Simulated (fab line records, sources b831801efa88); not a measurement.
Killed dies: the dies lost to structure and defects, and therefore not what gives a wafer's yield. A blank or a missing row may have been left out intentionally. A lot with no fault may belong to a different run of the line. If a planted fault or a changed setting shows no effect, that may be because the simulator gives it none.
fab line records | flow sky130
record: lots: 5 wafers: 15 lastDay: 50
route steps=708 shown METAL3@556 PAD_OPEN@708
lots with no fault: from the same line, run without faults
startH: start of the lot's first displayed wafer, in hours after the record's first day | waitH: hours from the lot's prior step to this one | " repeats the value in the row above | L1.1+2: a single row standing in for several wafers | - value missing, or start not given | * or withheld: withheld | < > ~ a bound
route shown NAME@n: NAME is a module with steps in the file, n the number in the route of the first one | usual: the fault-free wafers' mean and standard deviation | same: alike in all rows | chamber/n: place in a boat | sites: each site's reading | _std_site: standard deviation of those values | _edge_site: the outer-site mean with the inner-site mean subtracted | radiusMm: for every site, how far away it sits from the centre of the wafer | mask NAME#n: copy n | behind: the tool/chamber that last shaped the wafer | hold: cause of the lot's hold/its duration in hours/its outcome | device: the n, p or np transistor that did not switch | end of line: the same wafers' tests at the end of the route | where a step has no rows: the recipe by itself | killed: dies lost to structure and defects at the first sort, not the wafer's yield | map: shows each die of a wafer: x if killed, . if not, _ if none is there
set.NAME: the run value of the setting; set.NAME@STEP: its run value at that earlier step | model.NAME: the simulator's own value behind a step, which no gauge read
lots at some steps of the route; a table a step, a row a wafer
services: the hour from which a tool's chamber was out of use, counted from the record's first day as startH (under 0 if before that day), plus the number of hours and why
== steps ==
step: SKY_METAL3_HMDS_06
recipe: primeTimeS: 60 primeTempC: 120
step: SKY_METAL3_COAT_07
recipe: resist: BARC tempC: withheld timeS: withheld spinRpm: 3000 resistThkNm: 60
step: SKY_METAL3_COAT_08
recipe: resist: KrF-thick spinRpm: 3000 resistThkNm: 1140
step: SKY_METAL3_SOFTBAKE_09
recipe: tempC: 100 timeS: 90 resist: KrF-thick
step: SKY_METAL3_EXPOSE_10
recipe: maskId: MM3 na: 0.68 sourceShape: annular sigmaInner: 0.4 sigmaOuter: 0.8 targetCdNm: 300 doseMj: 28
step: SKY_METAL3_PEB_11
recipe: pebTempC: withheld pebTimeS: withheld resist: KrF-thick
step: SKY_METAL3_DEVELOP_12
recipe: developTimeS: 60 resist: KrF-thick devTempC: 21
step: SKY_METAL3_CD_MEAS_13
recipe: targetCdNm: 300
usual: cdNm: 300.0/1.6
columns lot.wafer tool chamber startH waitH cdNm
L296.2 cdSem-01 - 914.08 - 300.9
L296.3 " - " " 300.1
L296.5 " - " " 299.6
L299.1 cdSem-01 - 938.38 - 299.5
L299.2 " - " " 299.3
L299.6 " - " " 301.1
L301.2 cdSem-02 - 948.68 - 302.8
L301.3 " - " " 301.8
L301.5 " - " " 301.0
L315.2 cdSem-01 - 1027.48 - 297.9
L315.4 " - " " 297.9
L315.6 " - " " 298.4
L317.2 cdSem-02 - 1045.53 - 299.7
L317.4 " - " " 299.1
L317.5 " - " " 298.0
step: SKY_METAL3_OVL_MEAS_14
usual: METAL3_OVL: 5/5.8
columns lot.wafer tool chamber startH waitH METAL3_OVL[nm]
L296.2 overlay-02 - 914.19 0.1 3
L296.3 " - " " 6
L296.5 " - " " 6
L299.1 overlay-01 - 938.50 0.1 11
L299.2 " - " " 9
L299.6 " - " " 11
L301.2 overlay-01 - 948.79 0.1 3
L301.3 " - " " 1
L301.5 " - " " 5
L315.2 overlay-01 - 1027.59 0.1 3
L315.4 " - " " 7
L315.6 " - " " 10
L317.2 overlay-01 - 1045.64 0.1 5
L317.4 " - " " -4
L317.5 " - " " 6
step: SKY_METAL3_DESCUM_15
recipe: chemistry: O2 sourcePowerW: 150 biasPowerW: 0 pressureMtorr: 10 tempC: 40 timeS: 8
usual: drypumpMotorCurrentA: 5.7/0.38 oesProductAu: 1.009/0.015
columns lot.wafer tool chamber startH waitH drypumpMotorCurrentA oesProductAu rfHoursCounterH
L296.2 rieMetal-03 0 914.22 0.0 5.3 0.990 0
L296.3 " 1 " " 5.6 1.021 -
L296.5 " 0 " " 5.3 0.994 -
L299.1 rieMetal-03 1 938.54 0.0 5.6 1.017 6
L299.2 " 0 " " 5.3 1.009 1
L299.6 " 0 " " 5.3 1.001 -
L301.2 rieMetal-03 1 948.82 0.0 5.6 1.019 6
L301.3 " 1 " " 5.6 1.019 -
L301.5 " 1 " " 5.6 1.026 -
L315.2 rieMetal-01 1 1027.62 0.0 6.6 1.014 19
L315.4 " 0 " " 5.6 0.990 -
L315.6 " 1 " " 6.5 1.013 -
L317.2 rieMetal-01 0 1045.67 0.0 5.6 1.004 15
L317.4 " 0 " " 5.6 1.002 -
L317.5 " 1 " " 6.5 1.003 -
step: SKY_METAL3_ETCH_16
recipe: chemistry: N2/H2 target: BARC ionEnergyEv: 200 biasW: 100 pressureMtorr: 30 n2FlowSccm: 100 h2FlowSccm: 200 icpW: 500 stopOn: SiO2 timeS: 88.2 targetDepthA: 600
usual: drypumpMotorCurrentA: 5.7/0.38 oesProductAu: 0.625/0.0045 runLengthS: 116.6/0.38 throttleValvePct: 13.205/0.0091
columns lot.wafer tool chamber startH waitH drypumpMotorCurrentA oesProductAu rfHoursCounterH runLengthS throttleValvePct
L296.2 rieMetal-03 0 914.25 0.0 5.3 0.622 0 116.4 13.201
L296.3 " 1 " " 5.6 0.623 - 116.1 13.216
L296.5 " 0 " " 5.3 0.625 - 116.3 13.217
L299.1 rieMetal-03 1 938.57 0.0 5.6 0.621 6 116.5 13.206
L299.2 " 0 " " 5.3 0.626 1 117.3 13.208
L299.6 " 0 " " 5.3 0.619 - 116.6 13.190
L301.2 rieMetal-03 1 948.85 0.0 5.6 0.624 6 116.2 13.209
L301.3 " 1 " " 5.6 0.625 - 116.7 13.212
L301.5 " 1 " " 5.6 0.626 - 115.9 13.212
L315.2 rieMetal-01 1 1027.65 0.0 6.5 0.629 19 116.4 13.206
L315.4 " 0 " " 5.6 0.618 - 117.5 13.200
L315.6 " 1 " " 6.5 0.624 - 116.1 13.210
L317.2 rieMetal-01 0 1045.70 0.0 5.6 0.624 15 116.8 13.204
L317.4 " 0 " " 5.6 0.627 - 117.2 13.200
L317.5 " 1 " " 6.6 0.616 - 116.2 13.200
step: SKY_METAL3_ETCH_17
recipe: target: SiO2 stopOn: TiN chemistry: C4F8/O2/Ar sourceW: 1500 biasW: 1200 pressureMtorr: 40 c4f8FlowSccm: withheld O2_flow_sccm: 6 Ar_flow_sccm: 300 timeS: 3.9 targetDepthA: 150
usual: oesProductAu: 0.752/0.0066
columns lot.wafer tool chamber startH waitH oesProductAu
L296.2 rieDiel-02 2 914.35 0.1 0.749
L296.3 " 3 " " 0.756
L296.5 " 3 " " 0.754
L299.1 rieDiel-02 0 938.67 0.1 0.752
L299.2 " 3 " " 0.743
L299.6 " 1 " " 0.756
L301.2 rieDiel-02 2 948.95 0.1 0.746
L301.3 " 0 " " 0.757
L301.5 " 1 " " 0.754
L315.2 rieDiel-02 2 1027.75 0.1 0.743
L315.4 " 0 " " 0.748
L315.6 " 2 " " 0.754
L317.2 rieDiel-04 3 1045.80 0.1 0.756
L317.4 " 2 " " 0.756
L317.5 " 0 " " 0.749
step: SKY_METAL3_METAL_ETCH_18
recipe: targetDepthA: 8450 stopOn: SiO2 overEtchFrac: 0.3 timeS: 183.1 chemistry: Cl2/BCl3 resistSidewallDeg: 88 pressureMtorr: 10 icpW: 900 biasW: 48.5 Cl2_flow_sccm: 60 bcl3FlowSccm: 30
usual: drypumpMotorCurrentA: 5.9/0.42 oesProductAu: 0.868/0.0065 runLengthS: 211.6/0.41 throttleValvePct: 22.265/0.0092
columns lot.wafer tool chamber startH waitH drypumpMotorCurrentA oesProductAu rfHoursCounterH runLengthS throttleValvePct model.KrF-thick_of_METAL3_COAT_08.thkNm model.SiO2_of_VIA2_HDPCVD_00.thkNm
L296.2 rieMetal-02 0 914.43 0.1 5.9 0.860 - 211.6 22.277 537.4 466.7
L296.3 " 0 " " 5.9 0.865 - 211.3 22.271 543.4 466.2
L296.5 " 0 " " 5.9 0.861 - 211.5 22.261 539.6 468
L299.1 rieMetal-01 1 938.69 0.0 6.5 0.867 14 211.0 22.271 513.9 465.5
L299.2 " 0 " " 5.6 0.863 9 212.1 22.288 514.4 464.4
L299.6 " 1 " " 6.5 0.865 - 211.3 22.246 519.4 465.2
L301.2 rieMetal-01 1 948.97 0.0 6.6 0.855 15 211.2 22.254 510.9 465.8
L301.3 " 0 " " 5.6 0.877 - 211.9 22.267 507.2 467.3
L301.5 " 0 " " 5.6 0.867 - 211.9 22.256 505.7 466
L315.2 rieMetal-02 1 1027.77 0.0 5.5 0.980 6 191.0 22.251 565.1 469.9
L315.4 " 1 " " 5.5 0.998 - 191.0 22.270 573 468.7
L315.6 " 1 " " 5.5 0.872 - 212.2 22.264 505.5 464.1
L317.2 rieMetal-03 0 1045.82 0.0 5.3 0.863 7 211.5 22.258 520.7 465.1
L317.4 " 0 " " 5.3 0.872 - 211.4 22.258 524.9 466.2
L317.5 " 1 " " 5.6 0.867 - 211.4 22.259 488.2 464.4
step: SKY_METAL3_STRIP_19
recipe: chemistry: O2/N2 powerW: 1400 pressureMtorr: 1500 platenTempC: withheld o2FlowSccm: 3000 n2FlowSccm: 300 overashFraction: 0.5
usual: drypumpMotorCurrentA: 5.68/0.24 oesProductAu: 0.498/0.0071 stripTimeToEndpointS: 6.42/0.12
columns lot.wafer tool chamber startH waitH drypumpMotorCurrentA oesProductAu rfHoursCounterH stripTimeToEndpointS
L296.2 plasmaAsher-01 1 914.72 0.2 5.70 0.502 73 6.65
L296.3 " 1 " " 5.72 0.509 - 6.71
L296.5 " 1 " " 5.73 0.506 - 6.64
L299.1 plasmaAsher-02 1 938.86 0.1 6.06 0.490 49 6.40
L299.2 " 0 " " 5.41 0.499 49 6.39
L299.6 " 0 " " 5.44 0.502 - 6.46
L301.2 plasmaAsher-04 0 949.14 0.1 5.43 0.496 19 6.38
L301.3 " 1 " " 5.91 0.497 - 6.35
L301.5 " 1 " " 5.91 0.505 - 6.32
L315.2 plasmaAsher-02 1 1027.94 0.1 6.04 0.516 58 6.92
L315.4 " 1 " " 6.01 0.523 - 6.99
L315.6 " 0 " " 5.40 0.489 - 6.32
L317.2 plasmaAsher-02 0 1045.99 0.1 5.42 0.508 60 6.47
L317.4 " 1 " " 6.05 0.497 - 6.51
L317.5 " 0 " " 5.40 0.491 - 6.14
step: SKY_METAL3_STRIP_20
recipe: chemistry: postEtchResidueRemover timeS: 1200 tempC: 72.5
step: SKY_PAD_OPEN_PROBE_99
usual: defectLimitedYield: 82.5/1.7 killed_at_M0_to_M3: 43/6.1 killed_at_M4_up: 3.5/2 killedAtContacts: 25/5.1 killedAtFrontEnd: 14/4.2 killedAtOther: 0.3/0.55 killedDies: 86/8.3 killedOpen: 46/7.2 killedShort: 39/6 sort_bin_3_pad_short: 0.9/0.42 sort_bin_5_function: 10.3/1.4 sort_bin_6_memory: 6.3/1.1 sortNPass: 406/8.3 sortYieldPct: 82.5/1.7
same: grossDies: 492 killedAtBackSide: 0 sort_bin_4_leakage[%]: 0 sort_bin_8_speed[%]: 0
columns lot.wafer tool chamber startH waitH defectLimitedYield[%] killed_at_M0_to_M3 killed_at_M4_up killedAtContacts killedAtFrontEnd killedAtOther killedDies killedOpen killedShort sort_bin_3_pad_short[%] sort_bin_5_function[%] sort_bin_6_memory[%] sortNPass sortYieldPct[%]
L301.2 prober-01 - 1115.38 0.1 83.1 45 7 15 14 2 83 43 38 1.0 8.9 6.9 409 83.1
L301.3 prober-01 - 1115.43 0.2 82.9 38 4 24 17 1 84 43 39 1.8 9.8 5.5 408 82.9
L301.5 prober-01 - 1115.53 0.2 81.9 42 5 25 17 0 89 47 41 1.2 8.9 7.9 403 81.9
killed by level:class
L301.2 VIA1:geometricParticle:open=14 METAL2:geometricParticle:short=10 LI_CONTACT:geometricParticle:open=5 VIA2:geometricParticle:open=5 FIELD_ISO:geometricParticle:short=4 FIELD_ISO:geometricParticle:open=4 METAL4:geometricParticle:short=4 CONTACT:geometricParticle:short=4
L301.3 VIA3:geometricParticle:open=9 LI_CONTACT:geometricParticle:open=8 VIA1:geometricParticle:open=7 CONTACT:geometricParticle:open=7 CONTACT:geometricParticle:short=5 VIA3:geometricParticle:short=5 METAL2:geometricParticle:short=5 METAL4:geometricParticle:short=4
L301.5 VIA1:geometricParticle:open=13 METAL1:geometricParticle:short=8 POLY_GATE:geometricParticle:open=7 METAL2:geometricParticle:short=7 LI_CONTACT:geometricParticle:open=6 CONTACT:geometricParticle:open=6 CONTACT:geometricParticle:short=5 METAL4:geometricParticle:short=5
== services ==
columns tool chamber startH hours kind
rieMetal-02 1 898.87 - clean
rieMetal-02 1 898.87 24.1 scheduledDown
rieMetal-02 1 898.87 24.1 ventCycle
rieDiel-02 1 908.33 10.8 repair
plasmaAsher-02 - 934.73 2.8 pm
rieDiel-04 - 958.96 0.9 repair
rieDiel-02 0 970.00 3.6 repair
rieDiel-04 3 971.39 16.7 repair
rieDiel-04 1 975.23 2.0 repair
rieMetal-03 - 977.28 0.4 repair
rieDiel-04 2 980.70 5.0 repair
rieDiel-04 1 982.26 9.3 repair
rieMetal-03 - 987.98 0.6 repair
== key ==
firstSign: step: SKY_METAL3_METAL_ETCH_18 reading: runLengthS direction: down sigmas: 50 usual: * struck: *
effect: step: SKY_METAL3_METAL_ETCH_18 reading: oesProductAu direction: up sigmas: 19 usual: 0.868 struck: 0.989
effect: step: SKY_METAL3_STRIP_19 reading: stripTimeToEndpointS direction: up sigmas: 4.3 usual: * struck: *
modelEffect: step: SKY_METAL3_METAL_ETCH_18 value: KrF-thick_of_METAL3_COAT_08.thkNm without: 504 struck: 569
metAt SKY_METAL3_METAL_ETCH_18
struckWafers L315.2,L315.4
onsetBetween 914.43 1027.77
fault: kind: processParameterDrift tool: rieMetal-02 chamber: - onsetH: 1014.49 steps: SKY_METAL3_METAL_ETCH_18 channel: timeS offset: * shape: step endH: 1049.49 scope: struckWafersOnly actsIn: * stated: *
